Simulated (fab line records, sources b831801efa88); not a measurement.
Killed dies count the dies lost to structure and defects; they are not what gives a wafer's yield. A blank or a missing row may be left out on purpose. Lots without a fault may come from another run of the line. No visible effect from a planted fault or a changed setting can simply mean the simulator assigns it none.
Which tool is to blame?	flow gf180mcu	11 lots with 33 wafers sampled at 6 steps, on a route of 602 steps

WHAT EACH GAUGE READ, for each wafer
GF_LVPWELL_TW_MEAS_11.
lot	measured	on	LVPWELL_TW
L561	day 3 21:07	filmMetro-04	552 554 555
L563	day 4 11:40	filmMetro-02	560 558 554
L565	day 5 03:19	filmMetro-01	560 561 562
L568	day 5 16:14	filmMetro-04	554 557 555
L569	day 5 22:22	filmMetro-02	562 559 561
L571	day 6 07:55	filmMetro-02	30 30 30 30 30 30
L580	day 8 10:07	filmMetro-04	558 560 558
L581	day 8 14:41	filmMetro-02	562 559 557
L582	day 8 21:20	filmMetro-02	559 559 558
L583	day 9 04:37	filmMetro-04	557 559 560
L584	day 9 07:40	filmMetro-01	559 559 561

GF_PSD_TW_MEAS_11.
lot	measured	on	PSD_TW
L561	day 14 11:46	filmMetro-03	3209 3207 3209
L563	day 15 07:32	filmMetro-03	3184 3181 3206
L565	day 16 07:38	filmMetro-03	3211 3224 3225
L568	day 17 01:54	filmMetro-01	3158 3179 3174
L569	day 17 12:41	filmMetro-02	3180 3177 3182
L580	day 21 15:14	filmMetro-01	3174 3165 3173
L581	day 21 16:11	filmMetro-02	3198 3216 3192
L582	day 21 22:08	filmMetro-03	3192 3193 3179
L583	day 22 17:14	filmMetro-01	3170 3164 3165
L584	day 22 15:33	filmMetro-03	3200 3195 3186

GF_SALICIDE_THK_MEAS_05: measures by xrf.
lot	measured	on	SALICIDE_TIN_THK (nm)
L561	day 15 10:02	filmMetro-03	19.78 19.89 19.90
L563	day 16 06:08	filmMetro-01	20.32 20.60 20.25
L565	day 17 07:41	filmMetro-01	19.89 19.82 19.88
L568	day 18 02:17	filmMetro-01	20.21 20.45 20.35
L569	day 18 13:32	filmMetro-03	20.14 20.13 20.04
L580	day 22 15:58	filmMetro-01	20.51 20.51 20.58
L581	day 22 17:13	filmMetro-03	20.33 20.19 20.14
L582	day 22 22:25	filmMetro-04	20.02 19.88 20.01
L583	day 23 17:49	filmMetro-04	20.11 20.15 20.20
L584	day 23 15:23	filmMetro-01	20.18 20.35 20.51

WHAT TOOL EACH LOT RAN ON (gives the tool, then ch and the chambers of the sampled wafers, and finally the start)
lot	GF_STI_ETCH_14	GF_NWELL_STRIP_10	GF_LVPWELL_STRIP_10
L561	rieSi-01 ch 0,1,3, day 2 01:38	plasmaAsher-01 ch 0,1, day 3 07:51	plasmaAsher-01 ch 0,1, day 3 21:01
L563	rieSi-02 ch 1,2,3, day 2 13:44	plasmaAsher-04 ch 0,1, day 3 21:12	plasmaAsher-04 ch 0,1, day 4 11:33
L565	rieSi-01 ch 0,2,3, day 2 21:18	plasmaAsher-01 ch 0,1, day 4 12:40	plasmaAsher-04 ch 0,1, day 5 03:13
L568	rieSi-01 ch 0,1,2, day 3 15:18	plasmaAsher-04 ch 0,1, day 5 01:08	plasmaAsher-01 ch 0,1, day 5 16:09
L569	rieSi-01 ch 0,1,3, day 3 21:38	plasmaAsher-04 ch 0,1, day 5 06:48	plasmaAsher-01 ch 1, day 5 22:16
L571	rieSi-02 ch 0,2,3, day 4 07:02	plasmaAsher-04 ch 0,1, day 5 16:51	plasmaAsher-04 ch 0,1, day 6 07:50
L580	rieSi-01 ch 1,2, day 6 04:08	plasmaAsher-01 ch 0,1, day 7 17:14	plasmaAsher-01 ch 0,1, day 8 10:02
L581	rieSi-02 ch 0,2,3, day 6 08:08	plasmaAsher-01 ch 0,1, day 7 21:55	plasmaAsher-01 ch 0,1, day 8 14:34
L582	rieSi-02 ch 2,3, day 6 14:09	plasmaAsher-01 ch 0,1, day 8 04:15	plasmaAsher-04 ch 0,1, day 8 21:15
L583	rieSi-02 ch 1,2,3, day 6 20:48	plasmaAsher-04 ch 0,1, day 8 11:16	plasmaAsher-02 ch 0,1, day 9 04:31
L584	rieSi-01 ch 2,3, day 7 00:41	plasmaAsher-04 ch 0,1, day 8 14:15	plasmaAsher-01 ch 0,1, day 9 07:35
- GF_STI_ETCH_14: etches Si in HBr/Cl2/O2, target depth 360 nm, time 102.9 s.
- GF_NWELL_STRIP_10: strips in O2/N2.
- GF_LVPWELL_STRIP_10: strips in O2/N2.

AS READ BY THE TOOLS THEMSELVES (means over the sampled wafers that have a number; for cases with no such wafer, the mark the record gives instead)
GF_STI_ETCH_14.
lot	tool	HBr_flow_sccm (sccm)	drypumpMotorCurrentA (A)	oesProductAu (a.u.)	throttleValvePct (%)
L561	rieSi-01	149.8	6.2	1.001	25.655
L563	rieSi-02	149.7	5.9	1.006	25.657
L565	rieSi-01	150.0	6.0	1.001	25.658
L568	rieSi-01	149.6	5.9	0.999	25.657
L569	rieSi-01	149.9	6.2	0.998	25.663
L571	rieSi-02	149.8	5.9	0.999	25.654
L580	rieSi-01	150.1	6.0	1.006	25.653
L581	rieSi-02	149.5	5.9	1.002	25.655
L582	rieSi-02	150.5	6.3	0.995	25.663
L583	rieSi-02	149.9	5.9	0.996	25.650
L584	rieSi-01	150.1	6.2	1.001	25.663

GF_NWELL_STRIP_10.
lot	tool	drypumpMotorCurrentA (A)	heaterPowerW (W)	oesProductAu (a.u.)	stripTimeToEndpointS (s)
L561	plasmaAsher-01	5.2	292	0.721	36.95
L563	plasmaAsher-04	6.0	390	0.720	36.85
L565	plasmaAsher-01	5.2	292	0.726	36.88
L568	plasmaAsher-04	6.0	389	0.721	36.77
L569	plasmaAsher-04	6.0	381	0.722	36.75
L571	plasmaAsher-04	5.6	365	0.956	-
L580	plasmaAsher-01	5.2	293	0.722	36.77
L581	plasmaAsher-01	5.2	296	0.725	36.74
L582	plasmaAsher-01	5.0	303	0.725	36.85
L583	plasmaAsher-04	5.6	367	0.723	36.86
L584	plasmaAsher-04	5.6	365	0.721	36.91

GF_LVPWELL_STRIP_10.
lot	tool	drypumpMotorCurrentA (A)	heaterPowerW (W)	oesProductAu (a.u.)	stripTimeToEndpointS (s)
L561	plasmaAsher-01	5.0	309	0.722	36.28
L563	plasmaAsher-04	5.6	366	0.730	36.28
L565	plasmaAsher-04	6.0	381	0.719	36.20
L568	plasmaAsher-01	5.2	294	0.724	36.15
L569	plasmaAsher-01	5.4	280	0.724	36.40
L571	plasmaAsher-04	5.6	368	0.727	49.72
L580	plasmaAsher-01	5.0	302	0.723	36.20
L581	plasmaAsher-01	5.2	296	0.720	36.25
L582	plasmaAsher-04	5.6	369	0.720	36.12
L583	plasmaAsher-02	6.2	333	0.725	36.32
L584	plasmaAsher-01	5.2	292	0.716	36.21

THE ANSWER, worked out from the rows above alone
Rule: usual is defined by the lots themselves. The widest of any qualifying gaps counts: lots, ordered by their means at a reading, are off when they make up no more than a third of the lots, leave a main group of 4 or more, and stand apart from it by 3 or more times the standard deviation of that group's means. If all means in a main group match to the digits the tables above print for the reading, that group is not used. A lot without any number at a reading at which 4 lots or more have one is off too. The other lots that the step has rows for count as sound. After the gauges, taken in route order, come the tools' own readings; for these a lot's mean is taken, as printed above. The first step at which some lot is off is used, and at that step the reading that is off furthest; a lot without a number counts as furthest.
Off: L571, seen at GF_LVPWELL_TW_MEAS_11 (LVPWELL_TW). For the main group the mean is 558 and the standard deviation 2.2.
A tool fits if, at a process step before that reading, it ran every lot that is off, and no sound lot after the first of them. Not tried: the gauges at GF_LVPWELL_TW_MEAS_11; whatever is off there is also off at GF_NWELL_STRIP_10, on other tools, and gauge error can't account for it. None of those tried fits.

WHAT THE SIMULATOR PUT IN
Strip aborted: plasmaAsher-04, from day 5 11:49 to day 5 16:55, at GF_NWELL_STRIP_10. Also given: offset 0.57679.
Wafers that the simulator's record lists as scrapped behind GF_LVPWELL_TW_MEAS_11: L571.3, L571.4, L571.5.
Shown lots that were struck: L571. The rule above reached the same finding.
